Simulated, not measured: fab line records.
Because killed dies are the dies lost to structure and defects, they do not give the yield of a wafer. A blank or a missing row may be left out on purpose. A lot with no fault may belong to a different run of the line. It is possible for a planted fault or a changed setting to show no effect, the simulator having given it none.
Check of tool commonality / flow gf180mcu / Sample size 12 lots and 36 wafers

## REASON IT WAS OPENED
2 of 12 lots carry a flag on the reading NSD_OVL at GF_NSD_OVL_MEAS_08. Fault-free wafers read -1.3 nm, with a standard deviation of 1.3.
Rule: a lot is flagged when every wafer of it that has a number lies more than 4 standard deviations from that mean, or none has a number. The other lots count as sound.

lot=L314; measured=day 13 15:44; on=overlay-02; NSD_OVL (nm), wafer by wafer=-0.1 -3.8 -1.6; flag=
lot=L315; measured=day 14 02:08; on=overlay-01; NSD_OVL (nm), wafer by wafer=-2.9 -2.1 -0.4; flag=
lot=L317; measured=day 14 17:35; on=overlay-02; NSD_OVL (nm), wafer by wafer=0.9 -0.1 0.0; flag=
lot=L320; measured=day 16 06:08; on=overlay-01; NSD_OVL (nm), wafer by wafer=-2.9 -2.5 -1.5; flag=
lot=L322; measured=day 16 14:14; on=overlay-01; NSD_OVL (nm), wafer by wafer=-0.2 -0.7 1.3; flag=
lot=L326; measured=day 18 01:12; on=overlay-01; NSD_OVL (nm), wafer by wafer=-3.3 -1.2 -3.0; flag=
lot=L327; measured=day 18 09:05; on=overlay-01; NSD_OVL (nm), wafer by wafer=-0.7 1.0 -1.0; flag=
lot=L331; measured=day 19 13:23; on=overlay-02; NSD_OVL (nm), wafer by wafer=222.4 221.3 221.8; flag=FLAGGED
lot=L333; measured=day 20 08:35; on=overlay-01; NSD_OVL (nm), wafer by wafer=222.8 223.1 221.6; flag=FLAGGED
lot=L334; measured=day 20 14:47; on=overlay-01; NSD_OVL (nm), wafer by wafer=-1.8 -1.8 -2.4; flag=
lot=L335; measured=day 20 21:44; on=overlay-02; NSD_OVL (nm), wafer by wafer=0.3 0.0 -1.5; flag=
lot=L336; measured=day 21 07:35; on=overlay-02; NSD_OVL (nm), wafer by wafer=-0.9 -2.7 -4.3; flag=
Averaged over the flagged lots the numbers come to 222.2 nm, +223.5 nm from the usual (+99 or more standard deviations).

## TOOL THAT RAN EACH LOT
The record holds 1 process step before the reading, out of a route of 602 steps. Each cell gives the tool, then ch followed by the chambers the sampled wafers passed through, then the start.
lot=L314; flag=; GF_NSD_EXPOSE_04=iline-stepper-02 ch 0, day 13 05:34
lot=L315; flag=; GF_NSD_EXPOSE_04=iline-stepper-02 ch 0, day 13 15:19
lot=L317; flag=; GF_NSD_EXPOSE_04=iline-stepper-01 ch 0, day 14 07:56
lot=L320; flag=; GF_NSD_EXPOSE_04=iline-stepper-01 ch 0, day 15 19:13
lot=L322; flag=; GF_NSD_EXPOSE_04=iline-stepper-01 ch 0, day 16 03:26
lot=L326; flag=; GF_NSD_EXPOSE_04=iline-stepper-01 ch 0, day 17 13:25
lot=L327; flag=; GF_NSD_EXPOSE_04=iline-stepper-02 ch 0, day 17 21:08
lot=L331; flag=FLAGGED; GF_NSD_EXPOSE_04=iline-stepper-01 ch 0, day 19 01:21
lot=L333; flag=FLAGGED; GF_NSD_EXPOSE_04=iline-stepper-01 ch 0, day 19 20:18
lot=L334; flag=; GF_NSD_EXPOSE_04=iline-stepper-02 ch 0, day 20 03:17
lot=L335; flag=; GF_NSD_EXPOSE_04=iline-stepper-02 ch 0, day 20 09:48
lot=L336; flag=; GF_NSD_EXPOSE_04=iline-stepper-02 ch 0, day 20 19:30
What the steps here do:
- GF_NSD_EXPOSE_04: exposes mask Nplus, target cd 400 nm.
- GF_NSD_OVL_MEAS_08

## FLAGGED OVER TOTAL, TOOL BY TOOL (the gauges that took the reading come last)
step=GF_NSD_EXPOSE_04; tool=iline-stepper-01; lots run=6; flagged=2; share of the flagged lots=all; sound lots run after its first flagged lot=0
step=GF_NSD_EXPOSE_04; tool=iline-stepper-02; lots run=6; flagged=0; share of the flagged lots=none; sound lots run after its first flagged lot=-
step=GF_NSD_OVL_MEAS_08; tool=overlay-01; lots run=7; flagged=1; share of the flagged lots=some; sound lots run after its first flagged lot=1 (L334)
step=GF_NSD_OVL_MEAS_08; tool=overlay-02; lots run=5; flagged=1; share of the flagged lots=some; sound lots run after its first flagged lot=2 (L335,L336)

## WHAT THE TABLE PERMITS
1 row of the table ran every flagged lot: iline-stepper-01 at GF_NSD_EXPOSE_04.
- iline-stepper-01 at GF_NSD_EXPOSE_04 ran 6 lots, 2 of them flagged. It ran its last sound lot, L326, at day 17 13:25 and its first flagged lot, L331, at day 19 01:21: a fault with its onset between the two fits.
iline-stepper-01 at GF_NSD_EXPOSE_04 is the single tool remaining.

## WHAT WAS PUT IN BY THE SIMULATOR
Scanner matching overlay: iline-stepper-01, from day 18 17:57 on, at GF_NSD_EXPOSE_04. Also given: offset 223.
Struck lots among those shown: L331, L333. Same finding as the rule above.
